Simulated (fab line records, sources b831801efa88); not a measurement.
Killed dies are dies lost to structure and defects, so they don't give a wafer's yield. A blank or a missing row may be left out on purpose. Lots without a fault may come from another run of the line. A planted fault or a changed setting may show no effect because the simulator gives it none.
Split-lot experiment | flow gf180mcu | 5 lots, 23 wafers read, on a route of 602 steps

THE SPLIT
At GF_VT_IMPLANT_IMPLANT_41, the setting energy_kev was moved away from the recipe's 70 on 11 of the 23 wafers read, by -1.6% to +4.6%. The other wafers ran this setting at the recipe's value.

FROM THE SPLIT TO THE READING: what the file shows between them, 1 step
- GF_VT_IMPLANT_STRIP_42: strips in O2/N2

THE READING
VT_IMPLANT_4_TW, at GF_VT_IMPLANT_TW_MEAS_43. Fault-free wafers of this fab line usually give 692.0, standard deviation 2.5.

wafer  | tool, chamber at the split | energy_kev as run | against the recipe | VT_IMPLANT_4_TW | against lot-mates on the recipe
L075.1 | implanter-04, 0            | 71.14             | +1.6%              | 697.3           | +6.1
L075.2 | implanter-04, 0            | 71.14             | +1.6%              | 699.2           | +8.0
L075.4 | implanter-04, 0            | 71.14             | +1.6%              | 693.7           | +2.5
L075.5 | implanter-04, 0            | 70                | recipe             | 691.4           | -
L075.6 | implanter-04, 0            | 70                | recipe             | 691.0           | -
L082.1 | implanter-02, 0            | 70                | recipe             | 692.9           | -
L082.2 | implanter-02, 0            | 68.87             | -1.6%              | 686.9           | -6.4
L082.3 | implanter-02, 0            | 68.87             | -1.6%              | 690.0           | -3.3
L082.4 | implanter-02, 0            | 70                | recipe             | 694.2           | -
L082.5 | implanter-02, 0            | 70                | recipe             | 692.7           | -
L083.2 | implanter-04, 0            | 70                | recipe             | 691.1           | -
L083.3 | implanter-04, 0            | 70                | recipe             | 691.6           | -
L083.4 | implanter-04, 0            | 70                | recipe             | 686.6           | -
L084.1 | implanter-04, 0            | 73.25             | +4.6%              | 701.7           | +12.1
L084.2 | implanter-04, 0            | 73.25             | +4.6%              | 704.3           | +14.7
L084.3 | implanter-04, 0            | 73.25             | +4.6%              | 700.6           | +11.0
L084.4 | implanter-04, 0            | 70                | recipe             | 687.2           | -
L084.5 | implanter-04, 0            | 70                | recipe             | 692.0           | -
L085.1 | implanter-02, 0            | 71.97             | +2.8%              | 700.0           | +7.0
L085.2 | implanter-02, 0            | 71.97             | +2.8%              | 696.1           | +3.1
L085.3 | implanter-02, 0            | 70                | recipe             | 694.0           | -
L085.4 | implanter-02, 0            | 70                | recipe             | 692.0           | -
L085.6 | implanter-02, 0            | 71.97             | +2.8%              | 697.6           | +4.6

THE FIT
A straight line over all 23 wafers: VT_IMPLANT_4_TW changes by +2.3 for each +1% of energy_kev; r = +0.89; the points scatter about the line by 2.2.
The same after taking each lot's own level away (the mean of its wafers on the recipe; 23 wafers): +2.58 for each +1%; r = +0.92; scatter 2.1.
On that fit, the largest move of energy_kev shifts the reading by 12.
The lots' own levels span 689.60 to 693.27, that is 1.5 times the standard deviation above.
So the lot-to-lot level changes the slope: the two fits differ.
Check: with one of the wafers moved furthest among these (+4.6%) left out of the fit, the line predicts +11.8 for it against its lot-mates. It came out at +12.1 against them.

OTHER SPLITS ON THESE WAFERS
These wafers also went through other splits before the reading. Each is held against what the fit with the lots' levels taken away leaves over:
other split on the same wafers      | wafers away from the commonest value | r with VT_IMPLANT_4_TW (lot level and that fit taken away)
GF_DNWELL_STRIP_08 platen_temp_c    | 7                                    | +0.00
GF_NWELL_IMPLANT_08 dose_cm2        | 9                                    | +0.13
GF_LVPWELL_SOFTBAKE_03 temp_c       | 10                                   | +0.24
GF_LVPWELL_STRIP_10 pressure_mtorr  | 15                                   | -0.23
GF_MVPSD_IMPLANT_09 dose_cm2        | 9                                    | -0.16
GF_VT_IMPLANT_COAT_02 resist_thk_nm | 10                                   | +0.20
GF_VT_IMPLANT_SOFTBAKE_14 temp_c    | 11                                   | -0.14
GF_VT_IMPLANT_IMPLANT_19 energy_kev | 6                                    | +0.28

THE FILE'S OWN FIT
VT_IMPLANT_4_TW changes by +2.56 for each +1% of energy_kev, r = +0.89.
